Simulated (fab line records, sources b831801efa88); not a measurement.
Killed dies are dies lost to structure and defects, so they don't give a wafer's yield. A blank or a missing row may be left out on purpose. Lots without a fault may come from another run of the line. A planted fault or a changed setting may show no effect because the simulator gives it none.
Which tool did it? | flow gf180mcu | 12 lots, 36 wafers sampled, at 5 steps of a route of 602

WHAT THE GAUGES READ, wafer by wafer
GF_M5_OVL_MEAS_08.
lot  | measured     | on         | M5_OVL (nm)
L399 | day 26 23:17 | overlay-01 | 1 11 8
L400 | day 27 00:50 | overlay-01 | 1 -5 4
L401 | day 27 12:44 | overlay-01 | -7 0 -8
L402 | day 27 23:19 | overlay-01 | -2 -9 1
L404 | day 28 10:04 | overlay-02 | 0 -5 9
L405 | day 28 20:10 | overlay-01 | -5 -17 -5
L407 | day 29 09:13 | overlay-02 | -1 -2 -4
L408 | day 30 00:25 | overlay-01 | -5 2 2
L410 | day 30 09:04 | overlay-01 | 1 5 -1
L411 | day 30 15:20 | overlay-01 | -5 4 -1
L413 | day 31 11:10 | overlay-01 | 5 4 -2
L420 | day 32 20:34 | overlay-02 | -6 -10 5

GF_PASSIVATION_THK_MEAS_01.
lot  | measured     | on            | PASSIVATION_CVD_00_THK (nm)
L399 | day 28 18:18 | film_metro-04 | 1005 1027 1008
L400 | day 28 20:05 | film_metro-02 | 1012 1016 1013
L401 | day 29 07:34 | film_metro-02 | 1000 990 1014
L402 | day 29 17:31 | film_metro-01 | 997 1001 998
L404 | day 30 03:10 | film_metro-02 | 1005 1018 1010
L405 | day 30 13:12 | film_metro-01 | 997 998 1015
L407 | day 31 01:55 | film_metro-04 | 1007 1004 1026
L408 | day 31 15:35 | film_metro-01 | 1043 1048 1058
L410 | day 31 23:59 | film_metro-04 | 994 982 1015
L411 | day 32 06:29 | film_metro-04 | 1000 1014 1024
L413 | day 33 00:47 | film_metro-01 | 1033 1051 1054
L420 | day 34 08:01 | film_metro-04 | 969 997 1001

WHICH TOOL RAN EACH LOT (tool, then ch and the chambers of the sampled wafers, then the start)
lot  | GF_MIM_SPUTTER_07            | GF_V5_SPUTTER_22             | GF_PASSIVATION_CVD_00
L399 | pvd_sputter-01, day 25 04:38 | pvd_sputter-02, day 27 21:15 | pecvd-02 ch 0,1,2, day 28 18:14
L400 | pvd_sputter-02, day 25 05:35 | pvd_sputter-03, day 27 22:50 | pecvd-04 ch 0,2, day 28 19:59
L401 | pvd_sputter-04, day 25 18:40 | pvd_sputter-03, day 28 10:46 | pecvd-02 ch 0,1,2, day 29 07:29
L402 | pvd_sputter-04, day 26 06:33 | pvd_sputter-02, day 28 20:58 | pecvd-04 ch 1,2, day 29 17:26
L404 | pvd_sputter-04, day 26 17:29 | pvd_sputter-01, day 29 07:06 | pecvd-02 ch 1,2, day 30 03:05
L405 | pvd_sputter-04, day 27 04:35 | pvd_sputter-01, day 29 16:51 | pecvd-02 ch 0,1,2, day 30 13:07
L407 | pvd_sputter-02, day 27 18:26 | pvd_sputter-01, day 30 06:21 | pecvd-02 ch 0,2, day 31 01:50
L408 | pvd_sputter-04, day 28 10:26 | pvd_sputter-02, day 30 20:49 | pecvd-02 ch 0,2, day 31 15:31
L410 | pvd_sputter-04, day 28 18:45 | pvd_sputter-03, day 31 05:37 | pecvd-04 ch 0,1,2, day 31 23:55
L411 | pvd_sputter-04, day 29 02:19 | pvd_sputter-03, day 31 10:58 | pecvd-04 ch 1,2, day 32 06:23
L413 | pvd_sputter-01, day 29 22:26 | pvd_sputter-02, day 32 06:25 | pecvd-02 ch 0,1, day 33 00:41
L420 | pvd_sputter-02, day 31 10:28 | pvd_sputter-02, day 33 14:38 | pecvd-03 ch 0,1,2, day 34 07:56
- GF_MIM_SPUTTER_07: material TiN, target thk 60 nm, time 50 s.
- GF_V5_SPUTTER_22: material TiN, target thk 10 nm, time 40 s.
- GF_PASSIVATION_CVD_00: deposits SiO2 from TEOS, target thk 1000 nm, time 111.95 s.

WHAT THE TOOLS THEMSELVES READ (means of the sampled wafers that have a number; where no wafer has one, the mark that the record gives instead)
GF_MIM_SPUTTER_07.
lot  | tool           | chamber_pressure_pa (Pa) | throttle_valve_pct (%)
L399 | pvd_sputter-01 | 0.4015                   | 30.6
L400 | pvd_sputter-02 | 0.3998                   | 30.3
L401 | pvd_sputter-04 | 0.4003                   | 30.4
L402 | pvd_sputter-04 | 0.3994                   | 30.3
L404 | pvd_sputter-04 | 0.4003                   | 31.1
L405 | pvd_sputter-04 | 0.3993                   | 29.9
L407 | pvd_sputter-02 | 0.4004                   | 30.6
L408 | pvd_sputter-04 | 0.4004                   | 30.1
L410 | pvd_sputter-04 | 0.4003                   | 30.4
L411 | pvd_sputter-04 | 0.4007                   | 30.4
L413 | pvd_sputter-01 | 0.4004                   | 30.6
L420 | pvd_sputter-02 | 0.4005                   | 30.2

GF_V5_SPUTTER_22.
lot  | tool           | chamber_pressure_pa (Pa) | throttle_valve_pct (%)
L399 | pvd_sputter-02 | 4.996                    | 30.9
L400 | pvd_sputter-03 | 4.989                    | 30.4
L401 | pvd_sputter-03 | 5.000                    | 29.4
L402 | pvd_sputter-02 | 4.998                    | 30.1
L404 | pvd_sputter-01 | 4.993                    | 30.3
L405 | pvd_sputter-01 | 5.000                    | 30.1
L407 | pvd_sputter-01 | 5.001                    | 30.5
L408 | pvd_sputter-02 | 5.004                    | 30.8
L410 | pvd_sputter-03 | 5.001                    | 29.9
L411 | pvd_sputter-03 | 5.008                    | 30.3
L413 | pvd_sputter-02 | 5.005                    | 29.9
L420 | pvd_sputter-02 | 5.001                    | 30.6

GF_PASSIVATION_CVD_00.
lot  | tool     | heater_power_w (W) | run_length_s (s) | susceptor_temp_C (C)
L399 | pecvd-02 | 614                | 139.5            | 399.92
L400 | pecvd-04 | 797                | 139.7            | 400.04
L401 | pecvd-02 | 616                | 139.1            | 399.94
L402 | pecvd-04 | 727                | 140.0            | 400.03
L404 | pecvd-02 | 713                | 139.8            | 399.90
L405 | pecvd-02 | 664                | 139.3            | 400.09
L407 | pecvd-02 | 554                | 139.1            | 399.93
L408 | pecvd-02 | 564                | 143.0            | 400.03
L410 | pecvd-04 | 798                | 139.9            | 399.92
L411 | pecvd-04 | 731                | 140.0            | 399.66
L413 | pecvd-02 | 628                | 142.9            | 399.86
L420 | pecvd-03 | 695                | 140.1            | 400.11

THE ANSWER, worked out from the rows above alone
Rule: what is usual is taken from the lots themselves. Put in order of their means at a reading, lots are off if they are a third of the lots or fewer, leave a main group of 4 or more, and stand apart from it by a gap of 3 or more times the standard deviation of the main group's means; of several such gaps the widest counts. A main group whose means are all the same, to the digits that the tables above print for the reading, isn't used. A lot without any number at a reading at which 4 lots or more have one is off too. The other lots that the step has rows for count as sound. The gauges are gone through in route order, then the tools' own readings, and for those a lot's mean is taken as printed above. The first step at which some lot is off is used, and at that step the reading that is off furthest; a lot without a number counts as furthest.
Off: L408, L413, at GF_PASSIVATION_THK_MEAS_01 (PASSIVATION_CVD_00_THK). The main group: mean 1005 nm, standard deviation 8.2.
A tool fits if, at a process step before that reading, it ran every lot that is off, and no sound lot after the first of them. The gauges at GF_PASSIVATION_THK_MEAS_01 aren't tried: what is off there is off at GF_PASSIVATION_CVD_00 too, on other tools, and a gauge's error can't cause that. One fits: pecvd-02 at GF_PASSIVATION_CVD_00. Its last sound lot is L407 (day 31 01:50), its first lot that is off L408 (day 31 15:31): a fault that began between those two fits.
The tool's own readings at GF_PASSIVATION_CVD_00 bear it out: on the lots that are off they differ by more than 5 times the standard deviation of the sound lots' means. run_length_s reads 142.9 s there against 139.7 s on the sound lots.

WHAT THE SIMULATOR HAD PUT IN
Process parameter drift: pecvd-02, from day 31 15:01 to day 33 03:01, at GF_PASSIVATION_CVD_00. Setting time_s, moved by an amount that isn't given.
Lots struck among those shown: L408, L413. The rule above found the same.
